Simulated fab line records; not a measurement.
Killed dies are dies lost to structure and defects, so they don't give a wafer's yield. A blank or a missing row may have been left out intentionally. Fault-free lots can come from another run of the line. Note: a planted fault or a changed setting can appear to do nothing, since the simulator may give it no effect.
A single fault, viewed from 2 desks -- flow sky130 -- only its own numbers are on each desk; what lay behind them is given at the end

## FOR THE TOOL OWNER'S DESK: iline_stepper-02
The tool's own readings at SKY_NWELL_EXPOSE_07 (exposes mask NWM, target cd 840 nm): means of the sampled wafers that have a number, for each lot that ran on this tool. A lot is out of limits, marked OUT, if its mean lies more than 4 standard deviations from the usual mean; the brackets give that distance.
Columns: A = stage_vel_mm_s at SKY_NWELL_EXPOSE_07, usual 499.98 mm/s
lot,first seen here,A
L959,day 4 17:55,500.27
L961,day 5 20:36,499.94
L964,day 6 04:53,500.08
L967,day 6 11:42,500.10
Result from this desk: across the 4 lots, nothing is out of limits.

## FROM THE METROLOGY DESK
Means of the sampled wafers that have a number, per lot and without regard to the tool the lot ran on: this is what the gauges read. A lot is out of limits, marked OUT, if its mean lies more than 4 standard deviations from the usual mean; the brackets give that distance. Of its 8 readings 7 are shown: those that lie furthest out on some lot.
Columns: A = PWDE_OVL at SKY_PWDE_OVL_MEAS_07, usual 0.0 nm; B = PWDE_TW at SKY_PWDE_TW_MEAS_10, usual 374.9; C = NWELL_00_OVL at SKY_NWELL_OVL_MEAS_10, usual -0.2 nm; D = NWELL_TW at SKY_NWELL_TW_MEAS_15, usual 1826; E = NWELL_01_OVL at SKY_NWELL_OVL_MEAS_23, usual -0.3 nm; F = NWELL_RS at SKY_NWELL_RS_MEAS_29, usual 625.1 ohm/sq; G = PWDE_RS at SKY_NWELL_RS_MEAS_31, usual 5277 ohm/sq
lot,first seen here,A,B,C,D,E,F,G
L957,day 3 17:05,0.3,373.9,1.1,1821,-0.2,625.1,5294
L958,day 4 01:25,1.1,374.2,0.5,1820,-1.5,625.2,5257
L959,day 4 08:47,0.9,372.8,-1.0,1823,1.8,625.8,5280
L961,day 5 11:52,2.2,375.5,0.6,1836,-1.5,628.4,5248
L964,day 5 18:13,-1.5,371.2,-2.1,1817,0.9,621.7,5283
L967,day 6 02:16,0.5,378.0,-0.9,1820,0.6,626.2,5254
L979,day 9 01:46,-3.0,375.2,-2.1,1841,-1.3,625.0,5329
Result from this desk: across the 7 lots, nothing is out of limits.

## BROUGHT TOGETHER
The desk of the tool owner found nothing out of limits.
At the metrology desk, nothing out of limits was observed.

## WHAT THE SIMULATOR HAD PUT IN
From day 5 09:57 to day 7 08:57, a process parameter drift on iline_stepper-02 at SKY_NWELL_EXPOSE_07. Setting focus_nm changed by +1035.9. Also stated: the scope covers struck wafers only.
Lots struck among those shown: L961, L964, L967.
